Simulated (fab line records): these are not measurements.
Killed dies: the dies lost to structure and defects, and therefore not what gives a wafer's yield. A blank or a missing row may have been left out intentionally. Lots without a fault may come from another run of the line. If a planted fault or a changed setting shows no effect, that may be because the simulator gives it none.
Which tool did it? :: flow gf180mcu :: 12 lots, 36 wafers sampled, at 5 steps of a route of 602

WHAT THE GAUGES SHOWED, per wafer
GF_HV_LDD_TW_MEAS_38.
lot: L517
measured: day 11 19:10
on: film metro-01
HV_LDD_3_TW: 1464 1463 1457

lot: L518
measured: day 12 03:34
on: film metro-01
HV_LDD_3_TW: 1475 1471 1471

lot: L522
measured: day 13 17:58
on: film metro-01
HV_LDD_3_TW: 1464 1466 1470

lot: L521
measured: day 13 18:08
on: film metro-03
HV_LDD_3_TW: 1415 1415 1423

lot: L523
measured: day 14 04:29
on: film metro-03
HV_LDD_3_TW: 1422 1425 1425

lot: L527
measured: day 15 08:59
on: film metro-04
HV_LDD_3_TW: 1430 1426 1421

lot: L528
measured: day 15 11:33
on: film metro-04
HV_LDD_3_TW: 1425 1423 1426

lot: L533
measured: day 16 21:43
on: film metro-01
HV_LDD_3_TW: 1464 1464 1464

lot: L534
measured: day 17 07:32
on: film metro-01
HV_LDD_3_TW: 1360 1361 1366

lot: L535
measured: day 17 19:27
on: film metro-01
HV_LDD_3_TW: 1358 1369 1362

lot: L537
measured: day 18 08:55
on: film metro-03
HV_LDD_3_TW: 1421 1428 1426

lot: L539
measured: day 19 04:28
on: film metro-03
HV_LDD_3_TW: 1420 1417 1414

GF_HV_LDD_RS_MEAS_53: a four-point-probe measurement.
lot: L517
measured: day 12 14:31
on: film metro-03
HV_LDD_RS (ohm/sq): 418.0 418.9 416.6

lot: L518
measured: day 12 22:49
on: film metro-01
HV_LDD_RS (ohm/sq): 418.6 419.7 419.8

lot: L522
measured: day 14 15:07
on: film metro-04
HV_LDD_RS (ohm/sq): 417.9 417.4 417.8

lot: L521
measured: day 14 15:13
on: film metro-01
HV_LDD_RS (ohm/sq): 418.0 417.3 418.2

lot: L523
measured: day 15 02:21
on: film metro-01
HV_LDD_RS (ohm/sq): 419.7 419.6 419.4

lot: L527
measured: day 16 07:44
on: film metro-04
HV_LDD_RS (ohm/sq): 417.6 417.6 418.7

lot: L528
measured: day 16 09:57
on: film metro-01
HV_LDD_RS (ohm/sq): 419.6 419.2 418.1

lot: L533
measured: day 17 21:09
on: film metro-01
HV_LDD_RS (ohm/sq): 420.3 419.2 419.1

lot: L534
measured: day 18 07:34
on: film metro-04
HV_LDD_RS (ohm/sq): 436.9 436.4 436.7

lot: L535
measured: day 18 19:47
on: film metro-03
HV_LDD_RS (ohm/sq): 435.8 437.4 436.5

lot: L537
measured: day 19 09:19
on: film metro-03
HV_LDD_RS (ohm/sq): 419.2 419.4 419.2

lot: L539
measured: day 20 04:34
on: film metro-04
HV_LDD_RS (ohm/sq): 419.8 420.4 418.9

GF_PSD_TW_MEAS_11.
lot: L517
measured: day 14 10:10
on: film metro-01
PSD_TW: 3252 3253 3260

lot: L518
measured: day 14 18:27
on: film metro-01
PSD_TW: 3240 3252 3250

lot: L522
measured: day 16 14:37
on: film metro-04
PSD_TW: 3147 3138 3154

lot: L521
measured: day 16 15:56
on: film metro-04
PSD_TW: 3140 3144 3143

lot: L523
measured: day 17 02:50
on: film metro-02
PSD_TW: 3176 3189 3178

lot: L527
measured: day 18 08:56
on: film metro-02
PSD_TW: 3155 3145 3156

lot: L528
measured: day 18 10:27
on: film metro-01
PSD_TW: 3254 3252 3259

lot: L533
measured: day 20 00:58
on: film metro-01
PSD_TW: 3236 3267 3247

lot: L534
measured: day 20 10:34
on: film metro-02
PSD_TW: 3170 3188 3177

lot: L535
measured: day 20 23:38
on: film metro-04
PSD_TW: 3146 3151 3161

lot: L537
measured: day 21 12:38
on: film metro-01
PSD_TW: 3273 3286 3275

lot: L539
measured: day 22 08:00
on: film metro-02
PSD_TW: 3175 3193 3184

TOOL THAT RAN EACH LOT (tool first, then ch and the chambers of the sampled wafers, then the start)
lot: L517
GF_HV_LDD_STRIP_10: plasma asher-02 ch 0,1, day 10 06:20
GF_HV_LDD_IMPLANT_35: implanter-03 ch 0, day 11 18:46

lot: L518
GF_HV_LDD_STRIP_10: plasma asher-01 ch 0,1, day 10 13:50
GF_HV_LDD_IMPLANT_35: implanter-03 ch 0, day 12 03:10

lot: L522
GF_HV_LDD_STRIP_10: plasma asher-02 ch 0, day 12 01:04
GF_HV_LDD_IMPLANT_35: implanter-03 ch 0, day 13 17:34

lot: L521
GF_HV_LDD_STRIP_10: plasma asher-01 ch 0,1, day 12 01:13
GF_HV_LDD_IMPLANT_35: implanter-04 ch 0, day 13 17:45

lot: L523
GF_HV_LDD_STRIP_10: plasma asher-02 ch 0,1, day 12 10:56
GF_HV_LDD_IMPLANT_35: implanter-02 ch 0, day 14 04:05

lot: L527
GF_HV_LDD_STRIP_10: plasma asher-01 ch 0, day 13 14:13
GF_HV_LDD_IMPLANT_35: implanter-03 ch 0, day 15 08:36

lot: L528
GF_HV_LDD_STRIP_10: plasma asher-03 ch 0,1, day 13 16:22
GF_HV_LDD_IMPLANT_35: implanter-02 ch 0, day 15 11:11

lot: L533
GF_HV_LDD_STRIP_10: plasma asher-02 ch 0,1, day 15 01:01
GF_HV_LDD_IMPLANT_35: implanter-03 ch 0, day 16 21:19

lot: L534
GF_HV_LDD_STRIP_10: plasma asher-01 ch 0,1, day 15 09:55
GF_HV_LDD_IMPLANT_35: implanter-03 ch 0, day 17 07:08

lot: L535
GF_HV_LDD_STRIP_10: plasma asher-03 ch 0,1, day 15 21:58
GF_HV_LDD_IMPLANT_35: implanter-03 ch 0, day 17 19:03

lot: L537
GF_HV_LDD_STRIP_10: plasma asher-03 ch 0, day 16 10:22
GF_HV_LDD_IMPLANT_35: implanter-04 ch 0, day 18 08:31

lot: L539
GF_HV_LDD_STRIP_10: plasma asher-01 ch 0,1, day 17 04:14
GF_HV_LDD_IMPLANT_35: implanter-04 ch 0, day 19 04:04
- GF_HV_LDD_STRIP_10: strips in O2/N2.
- GF_HV_LDD_IMPLANT_35

WHAT THE TOOLS THEMSELVES READ (means of the sampled wafers that have a number; where no wafer has one, the mark that the record gives instead)
GF_HV_LDD_STRIP_10.
lot: L517
tool: plasma asher-02
drypump motor current A (A): 6.0
heater power w (W): 359
oes product au (a.u.): 0.719
strip time to endpoint s (s): 12.60

lot: L518
tool: plasma asher-01
drypump motor current A (A): 5.5
heater power w (W): 378
oes product au (a.u.): 0.715
strip time to endpoint s (s): 12.61

lot: L522
tool: plasma asher-02
drypump motor current A (A): 5.9
heater power w (W): 373
oes product au (a.u.): 0.718
strip time to endpoint s (s): 12.63

lot: L521
tool: plasma asher-01
drypump motor current A (A): 5.5
heater power w (W): 376
oes product au (a.u.): 0.716
strip time to endpoint s (s): 12.60

lot: L523
tool: plasma asher-02
drypump motor current A (A): 6.0
heater power w (W): 351
oes product au (a.u.): 0.713
strip time to endpoint s (s): 12.60

lot: L527
tool: plasma asher-01
drypump motor current A (A): 5.9
heater power w (W): 381
oes product au (a.u.): 0.716
strip time to endpoint s (s): 12.66

lot: L528
tool: plasma asher-03
drypump motor current A (A): 5.8
heater power w (W): 357
oes product au (a.u.): 0.715
strip time to endpoint s (s): 12.69

lot: L533
tool: plasma asher-02
drypump motor current A (A): 5.9
heater power w (W): 363
oes product au (a.u.): 0.717
strip time to endpoint s (s): 12.63

lot: L534
tool: plasma asher-01
drypump motor current A (A): 5.1
heater power w (W): 380
oes product au (a.u.): 0.717
strip time to endpoint s (s): 12.60

lot: L535
tool: plasma asher-03
drypump motor current A (A): 5.8
heater power w (W): 356
oes product au (a.u.): 0.712
strip time to endpoint s (s): 12.63

lot: L537
tool: plasma asher-03
drypump motor current A (A): 5.4
heater power w (W): 328
oes product au (a.u.): 0.711
strip time to endpoint s (s): 12.63

lot: L539
tool: plasma asher-01
drypump motor current A (A): 5.2
heater power w (W): 375
oes product au (a.u.): 0.716
strip time to endpoint s (s): 12.64

GF_HV_LDD_IMPLANT_35.
lot: L517
tool: implanter-03
beam on s (s): 9.94
dose ions cm2: 7.504e+12
faraday current uA: 42.5
tilt deg (degrees): 29.997

lot: L518
tool: implanter-03
beam on s (s): 9.85
dose ions cm2: 7.495e+12
faraday current uA: 42.9
tilt deg (degrees): 29.985

lot: L522
tool: implanter-03
beam on s (s): 10.04
dose ions cm2: 7.508e+12
faraday current uA: 42.1
tilt deg (degrees): 30.002

lot: L521
tool: implanter-04
beam on s (s): 9.93
dose ions cm2: 7.498e+12
faraday current uA: 42.7
tilt deg (degrees): 29.999

lot: L523
tool: implanter-02
beam on s (s): 9.96
dose ions cm2: 7.505e+12
faraday current uA: 42.4
tilt deg (degrees): 30.014

lot: L527
tool: implanter-03
beam on s (s): 9.96
dose ions cm2: 7.495e+12
faraday current uA: 42.5
tilt deg (degrees): 30.002

lot: L528
tool: implanter-02
beam on s (s): 10.10
dose ions cm2: 7.505e+12
faraday current uA: 41.9
tilt deg (degrees): 29.994

lot: L533
tool: implanter-03
beam on s (s): 10.01
dose ions cm2: 7.504e+12
faraday current uA: 42.3
tilt deg (degrees): 30.012

lot: L534
tool: implanter-03
beam on s (s): 9.91
dose ions cm2: 1.223e+12
faraday current uA: 7.0
tilt deg (degrees): 29.986

lot: L535
tool: implanter-03
beam on s (s): 10.06
dose ions cm2: 1.236e+12
faraday current uA: 6.9
tilt deg (degrees): 30.006

lot: L537
tool: implanter-04
beam on s (s): 9.77
dose ions cm2: 7.499e+12
faraday current uA: 43.3
tilt deg (degrees): 30.014

lot: L539
tool: implanter-04
beam on s (s): 9.92
dose ions cm2: 7.500e+12
faraday current uA: 42.4
tilt deg (degrees): 29.998

THE ANSWER, worked out from the rows above alone
Rule: what is usual is taken from the lots themselves. Put in order of their means at a reading, lots are off if they are a third of the lots or fewer, leave a main group of 4 or more, and stand apart from it by a gap of 3 or more times the standard deviation of the main group's means; of several such gaps the widest counts. A main group is skipped when, at the precision printed for the reading in the tables above, its means are all equal. Also off: a lot with no number at a reading for which 4 or more lots have one. All remaining lots with rows at the step are treated as sound. After the gauges, taken in route order, come the tools' own readings; for these a lot's mean is taken, as printed above. The first step at which some lot is off is used, and at that step the reading that is off furthest; a lot without a number counts as furthest.
Off: L534, L535, seen at GF_HV_LDD_RS_MEAS_53 (HV_LDD_RS). The main group has a mean of 418.8 ohm/sq with a standard deviation of 0.79.
If a tool, at a process step before that reading, ran all the lots that are off and no sound lot after the first of them, it fits. Not tried: the gauges at GF_HV_LDD_RS_MEAS_53; whatever is off there is also off at GF_HV_LDD_IMPLANT_35, on other tools, and gauge error can't account for it. One fits: implanter-03 at GF_HV_LDD_IMPLANT_35. Its last sound lot is L533 (day 16 21:19), its first lot that is off L534 (day 17 07:08): a fault that began between those two fits.
The tool's own readings at GF_HV_LDD_IMPLANT_35 bear it out: on the lots that are off they differ by more than 5 times the standard deviation of the sound lots' means. dose ions cm2 reads 1.230e+12 there against 7.501e+12 on the sound lots; faraday current uA reads 7.0 there against 42.5 on the sound lots.

WHAT HAD BEEN PUT IN BY THE SIMULATOR
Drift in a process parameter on implanter-03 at GF_HV_LDD_IMPLANT_35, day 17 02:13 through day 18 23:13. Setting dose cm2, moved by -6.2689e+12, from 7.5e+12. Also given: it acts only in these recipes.
Lots struck among those shown: L534, L535. This agrees with what the rule above found.
